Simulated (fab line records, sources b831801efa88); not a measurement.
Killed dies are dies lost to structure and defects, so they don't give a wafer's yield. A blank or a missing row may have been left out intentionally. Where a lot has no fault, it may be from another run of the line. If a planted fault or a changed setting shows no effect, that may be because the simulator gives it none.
A lot that was struck, set against a sound lot -- flow sky130 -- 17 steps out of a route of 708
Sound: the wafers L327.1, L327.2, L327.6. Wafers struck: L343.3, L343.4, L343.5. The cause comes at the end.
Each step with rows lists, per side, the tool, then ch with its chambers, then its first start. Under that, the readings that differ: sound wafers -- struck wafers -- difference of the means -- sigmas: that difference in standard deviations of wafers without a fault.
alike: same words and numbers on both sides, and readings whose means sit less than 2 such deviations apart. not compared: any withheld reading, any reading some wafer has no value for, any bound like >300 that may hide the same value, and any number with overlapping values for which the record gives no deviation.
A row with sigmas, a row that says differs or no value, or rows on one side alone: a step with any of these is where the two part. When numbers do not overlap yet have no deviation, they are printed without sigmas and do not part them. Lack of a reading on every wafer of one side parts them only where that side has two or more wafers.

SKY_LDD_HVN_OVL_MEAS_07:
  sound on overlay-01 at day 22 03:17; struck on overlay-01 at day 27 14:22
  alike: LDD_HVN_OVL
next, for these wafers, 1 step has no rows: SKY_LDD_HVN_IMPLANT_08.
SKY_LDD_HVN_STRIP_09: strips in O2/N2.
  sound on plasma_asher-02 ch 0,1, day 22 03:29; struck on plasma_asher-03 ch 0,1, day 27 14:34
  alike: drypump_motor_current_A, oes_product_au, strip_time_to_endpoint_s
  not compared: rf_hours_counter_h
SKY_LDD_HVN_TW_MEAS_10:
  sound on film_metro-01 at day 22 03:35; struck on film_metro-04 at day 27 14:40
  alike: LDD_HVN_TW
then, 7 steps without rows for these wafers: SKY_LDD_HVP_DEHYDRATE_00 (time 60 s); SKY_LDD_HVP_HMDS_01 (prime time 60 s); SKY_LDD_HVP_COAT_02 (resist thk 300 nm); SKY_LDD_HVP_SOFTBAKE_03 (time 60 s); SKY_LDD_HVP_EXPOSE_04 (exposes mask HVPTM, target cd 700 nm); SKY_LDD_HVP_PEB_05; SKY_LDD_HVP_DEVELOP_06 (develop time 60 s).
SKY_LDD_HVP_OVL_MEAS_07:
  sound on overlay-01 at day 23 08:58; struck on overlay-02 at day 28 18:25
  alike: LDD_HVP_OVL
SKY_LDD_HVP_IMPLANT_08:
  sound on implanter-03 ch 0, day 23 09:01; struck on implanter-03 ch 0, day 28 18:29
reading,sound,struck,difference,sigmas
dose_ions_cm2,1.7015e+13 1.7018e+13 1.6996e+13,1.4386e+13 1.4392e+13 1.4355e+13,-2.6320e+12,-99 or more
faraday_current_uA,92.4 94.7 97.4,79.1 80.0 83.9,-13.8,-7
  alike: beam_energy_keV
SKY_LDD_HVP_STRIP_09: strips in O2/N2.
  sound on plasma_asher-02 ch 0,1, day 23 09:10; struck on plasma_asher-01 ch 0,1, day 28 18:37
  alike: drypump_motor_current_A, oes_product_au, strip_time_to_endpoint_s
  not compared: rf_hours_counter_h
SKY_LDD_HVP_TW_MEAS_10:
  sound on film_metro-03 at day 23 09:16; struck on film_metro-02 at day 28 18:43
reading,sound,struck,difference,sigmas
LDD_HVP_TW,462 463 460,428 431 432,-31,-9
then, 1 step without rows for these wafers: SKY_LDD_LDN_DEHYDRATE_00 (time 60 s).
-- a jump in the record: the struck wafers' starts before and after are 22 days apart (it breaks off in module LDD_LDN and resumes in module PAD_OPEN, where the first step shown is number 708 of the route) --
SKY_PAD_OPEN_PROBE_99:
  sound on prober-01 at day 47 00:11; struck on prober-01 at day 50 10:29
reading,sound,struck,difference,sigmas
model.etest.tip_p_5v.rs_ohm_sq,2868 2889 2878,3256 3278 3272,+390,
  alike: killed_at_M0_to_M3, killed_at_M4_up, killed_at_contacts, killed_at_front_end, killed_at_other, killed_dies, killed_open, killed_short

== WHERE THEY PART ==
At SKY_LDD_HVP_IMPLANT_08 first; at SKY_LDD_HVP_TW_MEAS_10 last (within this record only). Later steps at which nothing parts them and some readings are alike: SKY_PAD_OPEN_PROBE_99.

WHY: whatever the simulator had introduced
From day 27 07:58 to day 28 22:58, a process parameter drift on implanter-03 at SKY_LDD_HVP_IMPLANT_08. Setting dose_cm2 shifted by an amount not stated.
